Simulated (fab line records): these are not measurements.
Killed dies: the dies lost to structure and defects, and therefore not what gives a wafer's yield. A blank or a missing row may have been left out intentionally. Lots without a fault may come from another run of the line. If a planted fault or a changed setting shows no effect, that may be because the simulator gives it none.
One fault seen from 2 desks    flow sky130    every desk sees just its own numbers, and what lay behind them comes last

== FROM THE METROLOGY DESK ==
What the gauges read for every lot (on any tool): the sampled wafers with a number, averaged. A lot is out of limits, marked OUT, if its mean lies more than 4 standard deviations from the usual mean; the brackets give that distance.
Columns: A = CAP2M_CVD_00_THK at SKY_CAP2M_THK_MEAS_01, usual 15.40 nm; B = CAP2M_TIN_RS at SKY_CAP2M_RS_MEAS_03, usual 6.94 ohm/sq; C = CAP2M_TIN_THK at SKY_CAP2M_THK_MEAS_04, usual 202.5 nm; D = CAP2M_OVL at SKY_CAP2M_OVL_MEAS_12, usual 0.7 nm
lot   first seen here  A      B     C      D
L586  day 40 20:05     15.66  6.99  203.6  2.5
L588  day 41 10:56     15.39  6.98  201.0  0.4
L591  day 42 08:11     15.27  6.82  204.2  -0.8
L592  day 43 02:57     15.44  6.86  203.0  0.2
L593  day 43 03:53     15.71  6.98  203.4  3.7
L597  day 44 00:42     15.51  7.06  199.4  0.3
This desk's finding: nothing out of limits on any of the 6 lots.

== DESK OF THE TOOL OWNER: rieMetal-01 ==
The tool's own readings at SKY_CAP2M_METAL_ETCH_13 (etches TiN in Cl2/BCl3, stops on SiO2, target depth 220 nm, time 62.9 s): means of the sampled wafers that have a number, for each lot that ran on this tool. A lot is out of limits, marked OUT, if its mean lies more than 4 standard deviations from the usual mean; the brackets give that distance.
Columns: A = chamberPressureMTorr at SKY_CAP2M_METAL_ETCH_13, usual 9.999 mTorr; B = drypumpMotorCurrentA at SKY_CAP2M_METAL_ETCH_13, usual 5.3 A; C = oesProductAu at SKY_CAP2M_METAL_ETCH_13, usual 0.939 a.u.; D = runLengthS at SKY_CAP2M_METAL_ETCH_13, usual 91.2 s; E = throttleValvePct at SKY_CAP2M_METAL_ETCH_13, usual 21.905 %
lot   first seen here  A       B    C                 D     E
L586  day 41 20:07     10.004  5.1  0.936             91.1  21.907
L591  day 43 07:50     9.998   5.0  0.978 (+5.7) OUT  88.7  21.875
L593  day 44 02:08     9.995   5.2  0.966             89.0  21.889
This desk's finding: out of limits on L591; first on L591, day 43 07:50 (oesProductAu at SKY_CAP2M_METAL_ETCH_13). L586, L593 stayed within limits.

== TAKEN TOGETHER ==
An alarm could have come from the tool owner's desk at day 43 07:50, on L591.
The metrology desk saw nothing out of limits.
The metrology desk holds a record of L591, inside its limits.
The lots listed all ran SKY_CAP2M_METAL_ETCH_13 on rieMetal-01.

== WHAT THE SIMULATOR HAD INSERTED ==
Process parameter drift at SKY_CAP2M_METAL_ETCH_13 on rieMetal-01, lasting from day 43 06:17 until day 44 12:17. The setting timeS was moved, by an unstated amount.
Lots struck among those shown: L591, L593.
Each desk's first reading out of limits, in hours after the fault started: the tool owner's desk, 2.
